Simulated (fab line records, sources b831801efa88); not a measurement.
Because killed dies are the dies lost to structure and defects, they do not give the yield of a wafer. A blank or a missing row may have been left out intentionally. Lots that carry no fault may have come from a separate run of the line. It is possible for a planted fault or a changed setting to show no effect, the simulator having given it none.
fab line records / flow sky130 / part 2 of 2: steps 25 to 34 of 34
[record] lots = 5 wafers = 15 lastDay = 49
route steps=708 shown NWELL@62 PWDE@84 VT_ADJUST_HVTP@85
lots untouched by any fault: they come from a run of this same line in which no faults occurred
startH: hours from the record's opening day to when the first of the lot's shown wafers began / waitH: how many hours have passed since the lot's step before this one / " repeats the value in the row above / L1.1+2: a single row standing in for several wafers / - no value present, or no start provided / * or withheld: withheld / < > ~ a bound
route shown NAME@n: NAME is a module with steps in the file, n the number in the route of the first one / usual: average and standard deviation across the fault-free wafers / same: alike in all rows / chamber/n: place in a boat / sites: the reading at each site / _std_site: standard deviation of those values / _edge_site: mean of outer sites minus mean of inner sites / radiusMm: for every site, how far away it sits from the centre of the wafer / mask NAME#n: copy n / behind: tool/chamber where the wafer was last shaped / hold: cause of the lot's hold/its duration in hours/its outcome / device: the transistor (n, p or np) that didn't switch / end of line: the tests these same wafers got at the end of their route / for a step that has no rows: nothing shown but its recipe / killed: the dies lost at the first sort to structure and to defects; this is not the yield of the wafer / map: per-die view of a wafer (x killed, . not killed, _ where there is no die)
set.NAME: the setting the step ran with; set.NAME@STEP: the setting that earlier step ran with / model.NAME: the simulator's own value behind a step, which no gauge read
certain route steps with their lots: each step a table, each wafer a row
services: from which hour (startH, from the record's first day; less than 0 if before it) a tool's chamber was out of use, for how many hours, and why
[[steps]]
[step SKY_VT_ADJUST_HVTP_COAT_02]
[recipe] resist = NOVOLAK spinRpm = 3061 resistThkNm = 1140
[usual] exhaustPa = 44.9/0.91 spinSpeedRpm = 3061.3/2.1
lot.wafer=L078.2 tool=lithoTrack-04 chamber=0 startH=151.16 waitH=0.1 exhaustPa=45.2 spinSpeedRpm=3063.0
lot.wafer=L078.3 tool=lithoTrack-04 chamber=0 startH=151.16 waitH=0.1 exhaustPa=43.8 spinSpeedRpm=3059.9
lot.wafer=L078.4 tool=lithoTrack-04 chamber=0 startH=151.16 waitH=0.1 exhaustPa=43.8 spinSpeedRpm=3061.4
lot.wafer=L085.1 tool=lithoTrack-03 chamber=0 startH=183.03 waitH=0.1 exhaustPa=43.8 spinSpeedRpm=3063.4
lot.wafer=L085.2 tool=lithoTrack-03 chamber=0 startH=183.03 waitH=0.1 exhaustPa=45.0 spinSpeedRpm=3061.7
lot.wafer=L085.5 tool=lithoTrack-03 chamber=0 startH=183.03 waitH=0.1 exhaustPa=43.6 spinSpeedRpm=3061.9
lot.wafer=L087.1 tool=lithoTrack-03 chamber=0 startH=206.63 waitH=0.1 exhaustPa=45.4 spinSpeedRpm=3060.9
lot.wafer=L087.4 tool=lithoTrack-03 chamber=0 startH=206.63 waitH=0.1 exhaustPa=46.2 spinSpeedRpm=3061.6
lot.wafer=L087.5 tool=lithoTrack-03 chamber=0 startH=206.63 waitH=0.1 exhaustPa=45.7 spinSpeedRpm=3060.5
lot.wafer=L088.3 tool=lithoTrack-03 chamber=0 startH=207.28 waitH=0.1 exhaustPa=44.2 spinSpeedRpm=3061.9
lot.wafer=L088.5 tool=lithoTrack-03 chamber=0 startH=207.28 waitH=0.1 exhaustPa=42.9 spinSpeedRpm=3062.5
lot.wafer=L088.6 tool=lithoTrack-03 chamber=0 startH=207.28 waitH=0.1 exhaustPa=44.6 spinSpeedRpm=3061.1
lot.wafer=L091.2 tool=lithoTrack-02 chamber=0 startH=221.27 waitH=0.1 exhaustPa=44.9 spinSpeedRpm=3061.2
lot.wafer=L091.3 tool=lithoTrack-02 chamber=0 startH=221.27 waitH=0.1 exhaustPa=43.6 spinSpeedRpm=3065.1
lot.wafer=L091.6 tool=lithoTrack-02 chamber=0 startH=221.27 waitH=0.1 exhaustPa=44.8 spinSpeedRpm=3063.6
[step SKY_VT_ADJUST_HVTP_SOFTBAKE_03]
[recipe] tempC = 90 timeS = 60 resist = NOVOLAK
[usual] exhaustPa = 44.9/0.9
[same] timeS = 60
lot.wafer=L078.2 tool=lithoTrack-04 chamber=0 startH=151.31 waitH=0.1 exhaustPa=47.0
lot.wafer=L078.3 tool=lithoTrack-04 chamber=0 startH=151.31 waitH=0.1 exhaustPa=46.0
lot.wafer=L078.4 tool=lithoTrack-04 chamber=0 startH=151.31 waitH=0.1 exhaustPa=45.1
lot.wafer=L085.1 tool=lithoTrack-03 chamber=0 startH=183.18 waitH=0.1 exhaustPa=44.3
lot.wafer=L085.2 tool=lithoTrack-03 chamber=0 startH=183.18 waitH=0.1 exhaustPa=45.2
lot.wafer=L085.5 tool=lithoTrack-03 chamber=0 startH=183.18 waitH=0.1 exhaustPa=45.2
lot.wafer=L087.1 tool=lithoTrack-03 chamber=0 startH=206.78 waitH=0.1 exhaustPa=46.7
lot.wafer=L087.4 tool=lithoTrack-03 chamber=0 startH=206.78 waitH=0.1 exhaustPa=46.4
lot.wafer=L087.5 tool=lithoTrack-03 chamber=0 startH=206.78 waitH=0.1 exhaustPa=45.4
lot.wafer=L088.3 tool=lithoTrack-03 chamber=0 startH=207.43 waitH=0.1 exhaustPa=45.2
lot.wafer=L088.5 tool=lithoTrack-03 chamber=0 startH=207.43 waitH=0.1 exhaustPa=46.0
lot.wafer=L088.6 tool=lithoTrack-03 chamber=0 startH=207.43 waitH=0.1 exhaustPa=45.4
lot.wafer=L091.2 tool=lithoTrack-02 chamber=0 startH=221.42 waitH=0.1 exhaustPa=44.7
lot.wafer=L091.3 tool=lithoTrack-02 chamber=0 startH=221.42 waitH=0.1 exhaustPa=44.4
lot.wafer=L091.6 tool=lithoTrack-02 chamber=0 startH=221.42 waitH=0.1 exhaustPa=44.2
[step SKY_VT_ADJUST_HVTP_EXPOSE_04]
[recipe] maskId = HVTPM na = 0.6 sourceShape = conventional sigmaOuter = 0.6 polarization = unpolarized targetCdNm = 380 doseMj = 140
[same] sigmaOuter = 0.6
lot.wafer=L078.2+3+4 tool=ilineStepper-02 chamber=0 startH=- waitH=- mask=HVTPM#0
lot.wafer=L085.1+2+5 tool=ilineStepper-02 chamber=0 startH=- waitH=- mask=HVTPM#0
lot.wafer=L087.1+4+5 tool=ilineStepper-02 chamber=0 startH=- waitH=- mask=HVTPM#0
lot.wafer=L088.3+5+6 tool=ilineStepper-01 chamber=0 startH=- waitH=- mask=HVTPM#0
lot.wafer=L091.2+3+6 tool=ilineStepper-01 chamber=0 startH=- waitH=- mask=HVTPM#0
[step SKY_VT_ADJUST_HVTP_PEB_05]
[recipe] tempC = withheld timeS = * resist = NOVOLAK
[usual] exhaustPa = 45.2/0.87
[same] timeS = *
lot.wafer=L078.2 tool=lithoTrack-03 chamber=0 startH=- waitH=- exhaustPa=45.1
lot.wafer=L078.3 tool=lithoTrack-03 chamber=0 startH=- waitH=- exhaustPa=44.3
lot.wafer=L078.4 tool=lithoTrack-03 chamber=0 startH=- waitH=- exhaustPa=43.8
lot.wafer=L085.1 tool=lithoTrack-03 chamber=0 startH=- waitH=- exhaustPa=46.3
lot.wafer=L085.2 tool=lithoTrack-03 chamber=0 startH=- waitH=- exhaustPa=43.5
lot.wafer=L085.5 tool=lithoTrack-03 chamber=0 startH=- waitH=- exhaustPa=46.7
lot.wafer=L087.1 tool=lithoTrack-04 chamber=0 startH=- waitH=- exhaustPa=44.7
lot.wafer=L087.4 tool=lithoTrack-04 chamber=0 startH=- waitH=- exhaustPa=46.1
lot.wafer=L087.5 tool=lithoTrack-04 chamber=0 startH=- waitH=- exhaustPa=46.5
lot.wafer=L088.3 tool=lithoTrack-03 chamber=0 startH=- waitH=- exhaustPa=44.5
lot.wafer=L088.5 tool=lithoTrack-03 chamber=0 startH=- waitH=- exhaustPa=44.2
lot.wafer=L088.6 tool=lithoTrack-03 chamber=0 startH=- waitH=- exhaustPa=46.6
lot.wafer=L091.2 tool=lithoTrack-03 chamber=0 startH=- waitH=- exhaustPa=47.0
lot.wafer=L091.3 tool=lithoTrack-03 chamber=0 startH=- waitH=- exhaustPa=45.9
lot.wafer=L091.6 tool=lithoTrack-03 chamber=0 startH=- waitH=- exhaustPa=45.4
[step SKY_VT_ADJUST_HVTP_DEVELOP_06]
[recipe] resist = NOVOLAK developer = TMAH developTimeS = 60 devTempC = 23
[usual] exhaustPa = 45.1/0.92
lot.wafer=L078.2 tool=lithoTrack-03 chamber=0 startH=161.16 waitH=0.1 exhaustPa=44.0
lot.wafer=L078.3 tool=lithoTrack-03 chamber=0 startH=161.16 waitH=0.1 exhaustPa=44.4
lot.wafer=L078.4 tool=lithoTrack-03 chamber=0 startH=161.16 waitH=0.1 exhaustPa=45.3
lot.wafer=L085.1 tool=lithoTrack-03 chamber=0 startH=193.48 waitH=0.1 exhaustPa=45.2
lot.wafer=L085.2 tool=lithoTrack-03 chamber=0 startH=193.48 waitH=0.1 exhaustPa=46.2
lot.wafer=L085.5 tool=lithoTrack-03 chamber=0 startH=193.48 waitH=0.1 exhaustPa=47.8
lot.wafer=L087.1 tool=lithoTrack-04 chamber=0 startH=217.74 waitH=0.1 exhaustPa=44.9
lot.wafer=L087.4 tool=lithoTrack-04 chamber=0 startH=217.74 waitH=0.1 exhaustPa=44.2
lot.wafer=L087.5 tool=lithoTrack-04 chamber=0 startH=217.74 waitH=0.1 exhaustPa=44.0
lot.wafer=L088.3 tool=lithoTrack-03 chamber=0 startH=218.23 waitH=0.1 exhaustPa=44.5
lot.wafer=L088.5 tool=lithoTrack-03 chamber=0 startH=218.23 waitH=0.1 exhaustPa=45.2
lot.wafer=L088.6 tool=lithoTrack-03 chamber=0 startH=218.23 waitH=0.1 exhaustPa=46.5
lot.wafer=L091.2 tool=lithoTrack-03 chamber=0 startH=232.76 waitH=0.1 exhaustPa=43.4
lot.wafer=L091.3 tool=lithoTrack-03 chamber=0 startH=232.76 waitH=0.1 exhaustPa=45.1
lot.wafer=L091.6 tool=lithoTrack-03 chamber=0 startH=232.76 waitH=0.1 exhaustPa=44.6
[step SKY_VT_ADJUST_HVTP_CD_MEAS_07]
[recipe] targetCdNm = 380
[usual] cdNm = 381.1/2.2
lot.wafer=L078.2 tool=cdSem-01 chamber=- startH=161.30 waitH=0.1 cdNm=377.9
lot.wafer=L078.3 tool=cdSem-01 chamber=- startH=161.30 waitH=0.1 cdNm=377.9
lot.wafer=L078.4 tool=cdSem-01 chamber=- startH=161.30 waitH=0.1 cdNm=379.2
lot.wafer=L085.1 tool=cdSem-01 chamber=- startH=193.63 waitH=0.1 cdNm=382.3
lot.wafer=L085.2 tool=cdSem-01 chamber=- startH=193.63 waitH=0.1 cdNm=380.5
lot.wafer=L085.5 tool=cdSem-01 chamber=- startH=193.63 waitH=0.1 cdNm=379.0
lot.wafer=L087.1 tool=cdSem-02 chamber=- startH=217.89 waitH=0.1 cdNm=382.8
lot.wafer=L087.4 tool=cdSem-02 chamber=- startH=217.89 waitH=0.1 cdNm=384.2
lot.wafer=L087.5 tool=cdSem-02 chamber=- startH=217.89 waitH=0.1 cdNm=386.4
lot.wafer=L088.3 tool=cdSem-01 chamber=- startH=218.37 waitH=0.1 cdNm=380.7
lot.wafer=L088.5 tool=cdSem-01 chamber=- startH=218.37 waitH=0.1 cdNm=380.2
lot.wafer=L088.6 tool=cdSem-01 chamber=- startH=218.37 waitH=0.1 cdNm=378.9
lot.wafer=L091.2 tool=cdSem-02 chamber=- startH=232.90 waitH=0.1 cdNm=382.6
lot.wafer=L091.3 tool=cdSem-02 chamber=- startH=232.90 waitH=0.1 cdNm=379.1
lot.wafer=L091.6 tool=cdSem-02 chamber=- startH=232.90 waitH=0.1 cdNm=379.9
[step SKY_VT_ADJUST_HVTP_OVL_MEAS_08]
[usual] VT_ADJUST_HVTP_OVL = 0.8/1.4
lot.wafer=L078.2 tool=overlay-01 chamber=- startH=161.41 waitH=0.1 VT_ADJUST_HVTP_OVL[nm]=1.5
lot.wafer=L078.3 tool=overlay-01 chamber=- startH=161.41 waitH=0.1 VT_ADJUST_HVTP_OVL[nm]=1.7
lot.wafer=L078.4 tool=overlay-01 chamber=- startH=161.41 waitH=0.1 VT_ADJUST_HVTP_OVL[nm]=-0.3
lot.wafer=L085.1 tool=overlay-02 chamber=- startH=193.75 waitH=0.1 VT_ADJUST_HVTP_OVL[nm]=-0.3
lot.wafer=L085.2 tool=overlay-02 chamber=- startH=193.75 waitH=0.1 VT_ADJUST_HVTP_OVL[nm]=1.2
lot.wafer=L085.5 tool=overlay-02 chamber=- startH=193.75 waitH=0.1 VT_ADJUST_HVTP_OVL[nm]=3.6
lot.wafer=L087.1 tool=overlay-01 chamber=- startH=218.01 waitH=0.1 VT_ADJUST_HVTP_OVL[nm]=2.9
lot.wafer=L087.4 tool=overlay-01 chamber=- startH=218.01 waitH=0.1 VT_ADJUST_HVTP_OVL[nm]=2.9
lot.wafer=L087.5 tool=overlay-01 chamber=- startH=218.01 waitH=0.1 VT_ADJUST_HVTP_OVL[nm]=0.2
lot.wafer=L088.3 tool=overlay-02 chamber=- startH=218.46 waitH=0.1 VT_ADJUST_HVTP_OVL[nm]=0.7
lot.wafer=L088.5 tool=overlay-02 chamber=- startH=218.46 waitH=0.1 VT_ADJUST_HVTP_OVL[nm]=-0.4
lot.wafer=L088.6 tool=overlay-02 chamber=- startH=218.46 waitH=0.1 VT_ADJUST_HVTP_OVL[nm]=2.8
lot.wafer=L091.2 tool=overlay-02 chamber=- startH=233.01 waitH=0.1 VT_ADJUST_HVTP_OVL[nm]=1.9
lot.wafer=L091.3 tool=overlay-02 chamber=- startH=233.01 waitH=0.1 VT_ADJUST_HVTP_OVL[nm]=1.1
lot.wafer=L091.6 tool=overlay-02 chamber=- startH=233.01 waitH=0.1 VT_ADJUST_HVTP_OVL[nm]=0.2
[step SKY_VT_ADJUST_HVTP_IMPLANT_09]
[recipe] species = As energyKev = 150 doseCm2 = 4.3e+12 tiltDeg = withheld
[usual] endStationPressureTorr = 5.02e-06/2.8e-07
[same] implantIonAmu = 75
lot.wafer=L078.2 tool=implanter-04 chamber=0 startH=161.46 waitH=0.0 endStationPressureTorr=5.14e-06
lot.wafer=L078.3 tool=implanter-04 chamber=0 startH=161.46 waitH=0.0 endStationPressureTorr=4.4e-06
lot.wafer=L078.4 tool=implanter-04 chamber=0 startH=161.46 waitH=0.0 endStationPressureTorr=5.22e-06
lot.wafer=L085.1 tool=implanter-04 chamber=0 startH=193.79 waitH=0.0 endStationPressureTorr=5.27e-06
lot.wafer=L085.2 tool=implanter-04 chamber=0 startH=193.79 waitH=0.0 endStationPressureTorr=5.12e-06
lot.wafer=L085.5 tool=implanter-04 chamber=0 startH=193.79 waitH=0.0 endStationPressureTorr=4.6e-06
lot.wafer=L087.1 tool=implanter-02 chamber=0 startH=218.04 waitH=0.0 endStationPressureTorr=4.86e-06
lot.wafer=L087.4 tool=implanter-02 chamber=0 startH=218.04 waitH=0.0 endStationPressureTorr=4.73e-06
lot.wafer=L087.5 tool=implanter-02 chamber=0 startH=218.04 waitH=0.0 endStationPressureTorr=4.61e-06
lot.wafer=L088.3 tool=implanter-03 chamber=0 startH=218.54 waitH=0.1 endStationPressureTorr=4.56e-06
lot.wafer=L088.5 tool=implanter-03 chamber=0 startH=218.54 waitH=0.1 endStationPressureTorr=5.3e-06
lot.wafer=L088.6 tool=implanter-03 chamber=0 startH=218.54 waitH=0.1 endStationPressureTorr=5.48e-06
lot.wafer=L091.2 tool=implanter-02 chamber=0 startH=233.06 waitH=0.0 endStationPressureTorr=5.06e-06
lot.wafer=L091.3 tool=implanter-02 chamber=0 startH=233.06 waitH=0.0 endStationPressureTorr=5.03e-06
lot.wafer=L091.6 tool=implanter-02 chamber=0 startH=233.06 waitH=0.0 endStationPressureTorr=4.73e-06
[step SKY_VT_ADJUST_HVTP_STRIP_10]
[recipe] chemistry = O2/N2 powerW = 1400 pressureMtorr = 1500 platenTempC = withheld o2FlowSccm = 3000 n2FlowSccm = 300 overashFraction = 0.5
[usual] drypumpMotorCurrentA = 5.78/0.16 oesProductAu = 0.716/0.0046 stripTimeToEndpointS = 14.04/0.041
lot.wafer=L078.2 tool=plasmaAsher-03 chamber=0 startH=161.59 waitH=0.1 drypumpMotorCurrentA=6.03 oesProductAu=0.725 rfHoursCounterH=4 stripTimeToEndpointS=14.09
lot.wafer=L078.3 tool=plasmaAsher-03 chamber=1 startH=161.59 waitH=0.1 drypumpMotorCurrentA=5.57 oesProductAu=0.717 rfHoursCounterH=- stripTimeToEndpointS=14.05
lot.wafer=L078.4 tool=plasmaAsher-03 chamber=0 startH=161.59 waitH=0.1 drypumpMotorCurrentA=6.05 oesProductAu=0.708 rfHoursCounterH=- stripTimeToEndpointS=14.02
lot.wafer=L085.1 tool=plasmaAsher-03 chamber=0 startH=193.94 waitH=0.1 drypumpMotorCurrentA=6.05 oesProductAu=0.716 rfHoursCounterH=7 stripTimeToEndpointS=14.08
lot.wafer=L085.2 tool=plasmaAsher-03 chamber=1 startH=193.94 waitH=0.1 drypumpMotorCurrentA=5.57 oesProductAu=0.714 rfHoursCounterH=7 stripTimeToEndpointS=14.13
lot.wafer=L085.5 tool=plasmaAsher-03 chamber=0 startH=193.94 waitH=0.1 drypumpMotorCurrentA=6.05 oesProductAu=0.717 rfHoursCounterH=- stripTimeToEndpointS=14.11
lot.wafer=L087.1 tool=plasmaAsher-02 chamber=1 startH=218.19 waitH=0.1 drypumpMotorCurrentA=5.91 oesProductAu=0.717 rfHoursCounterH=42 stripTimeToEndpointS=14.06
lot.wafer=L087.4 tool=plasmaAsher-02 chamber=1 startH=218.19 waitH=0.1 drypumpMotorCurrentA=5.91 oesProductAu=0.713 rfHoursCounterH=- stripTimeToEndpointS=14.02
lot.wafer=L087.5 tool=plasmaAsher-02 chamber=1 startH=218.19 waitH=0.1 drypumpMotorCurrentA=5.90 oesProductAu=0.712 rfHoursCounterH=- stripTimeToEndpointS=14.08
lot.wafer=L088.3 tool=plasmaAsher-03 chamber=0 startH=218.67 waitH=0.1 drypumpMotorCurrentA=6.03 oesProductAu=0.714 rfHoursCounterH=- stripTimeToEndpointS=14.01
lot.wafer=L088.5 tool=plasmaAsher-03 chamber=0 startH=218.67 waitH=0.1 drypumpMotorCurrentA=6.04 oesProductAu=0.709 rfHoursCounterH=- stripTimeToEndpointS=14.01
lot.wafer=L088.6 tool=plasmaAsher-03 chamber=1 startH=218.67 waitH=0.1 drypumpMotorCurrentA=5.57 oesProductAu=0.720 rfHoursCounterH=- stripTimeToEndpointS=14.07
lot.wafer=L091.2 tool=plasmaAsher-03 chamber=0 startH=233.19 waitH=0.1 drypumpMotorCurrentA=6.05 oesProductAu=0.713 rfHoursCounterH=10 stripTimeToEndpointS=14.09
lot.wafer=L091.3 tool=plasmaAsher-03 chamber=0 startH=233.19 waitH=0.1 drypumpMotorCurrentA=6.06 oesProductAu=0.717 rfHoursCounterH=- stripTimeToEndpointS=14.06
lot.wafer=L091.6 tool=plasmaAsher-03 chamber=0 startH=233.19 waitH=0.1 drypumpMotorCurrentA=6.05 oesProductAu=0.716 rfHoursCounterH=- stripTimeToEndpointS=14.07
[step SKY_VT_ADJUST_HVTP_TW_MEAS_11]
[usual] VT_ADJUST_HVTP_TW = 1346/14
lot.wafer=L078.2 tool=filmMetro-03 chamber=- startH=161.70 waitH=0.1 VT_ADJUST_HVTP_TW=1325
lot.wafer=L078.3 tool=filmMetro-03 chamber=- startH=161.70 waitH=0.1 VT_ADJUST_HVTP_TW=1325
lot.wafer=L078.4 tool=filmMetro-03 chamber=- startH=161.70 waitH=0.1 VT_ADJUST_HVTP_TW=1325
lot.wafer=L085.1 tool=filmMetro-03 chamber=- startH=194.04 waitH=0.1 VT_ADJUST_HVTP_TW=1338
lot.wafer=L085.2 tool=filmMetro-03 chamber=- startH=194.04 waitH=0.1 VT_ADJUST_HVTP_TW=1342
lot.wafer=L085.5 tool=filmMetro-03 chamber=- startH=194.04 waitH=0.1 VT_ADJUST_HVTP_TW=1341
lot.wafer=L087.1 tool=filmMetro-03 chamber=- startH=218.29 waitH=0.1 VT_ADJUST_HVTP_TW=1347
lot.wafer=L087.4 tool=filmMetro-03 chamber=- startH=218.29 waitH=0.1 VT_ADJUST_HVTP_TW=1341
lot.wafer=L087.5 tool=filmMetro-03 chamber=- startH=218.29 waitH=0.1 VT_ADJUST_HVTP_TW=1335
lot.wafer=L088.3 tool=filmMetro-03 chamber=- startH=218.76 waitH=0.1 VT_ADJUST_HVTP_TW=1345
lot.wafer=L088.5 tool=filmMetro-03 chamber=- startH=218.76 waitH=0.1 VT_ADJUST_HVTP_TW=1346
lot.wafer=L088.6 tool=filmMetro-03 chamber=- startH=218.76 waitH=0.1 VT_ADJUST_HVTP_TW=1334
lot.wafer=L091.2 tool=filmMetro-02 chamber=- startH=233.30 waitH=0.1 VT_ADJUST_HVTP_TW=1349
lot.wafer=L091.3 tool=filmMetro-02 chamber=- startH=233.30 waitH=0.1 VT_ADJUST_HVTP_TW=1348
lot.wafer=L091.6 tool=filmMetro-02 chamber=- startH=233.30 waitH=0.1 VT_ADJUST_HVTP_TW=1346
[[services]]
tool=plasmaAsher-03 chamber=- startH=108.75 hours=9.0 kind=pm
tool=plasmaAsher-03 chamber=0 startH=108.75 hours=9.0 kind=ventCycle
tool=plasmaAsher-03 chamber=1 startH=108.75 hours=9.0 kind=ventCycle
tool=ilineStepper-01 chamber=0 startH=110.74 hours=- kind=calibration
tool=plasmaAsher-03 chamber=0 startH=117.75 hours=- kind=clean
tool=plasmaAsher-03 chamber=1 startH=117.75 hours=- kind=clean
tool=ilineStepper-02 chamber=0 startH=118.71 hours=- kind=calibration
tool=lithoTrack-04 chamber=- startH=132.15 hours=- kind=consumableReplace:filter
tool=implanter-02 chamber=- startH=153.82 hours=4.1 kind=repair
tool=implanter-04 chamber=- startH=160.26 hours=0.9 kind=repair
tool=plasmaAsher-02 chamber=- startH=173.29 hours=0.4 kind=repair
tool=ilineStepper-01 chamber=- startH=176.55 hours=1.7 kind=pm
tool=plasmaAsher-03 chamber=- startH=190.92 hours=2.8 kind=repair
tool=implanter-02 chamber=- startH=202.33 hours=3.8 kind=repair
tool=plasmaAsher-03 chamber=- startH=208.15 hours=1.9 kind=repair
tool=wetBench-03 chamber=- startH=217.15 hours=0.5 kind=repair
tool=lithoTrack-01 chamber=- startH=221.08 hours=- kind=consumableReplace:filter
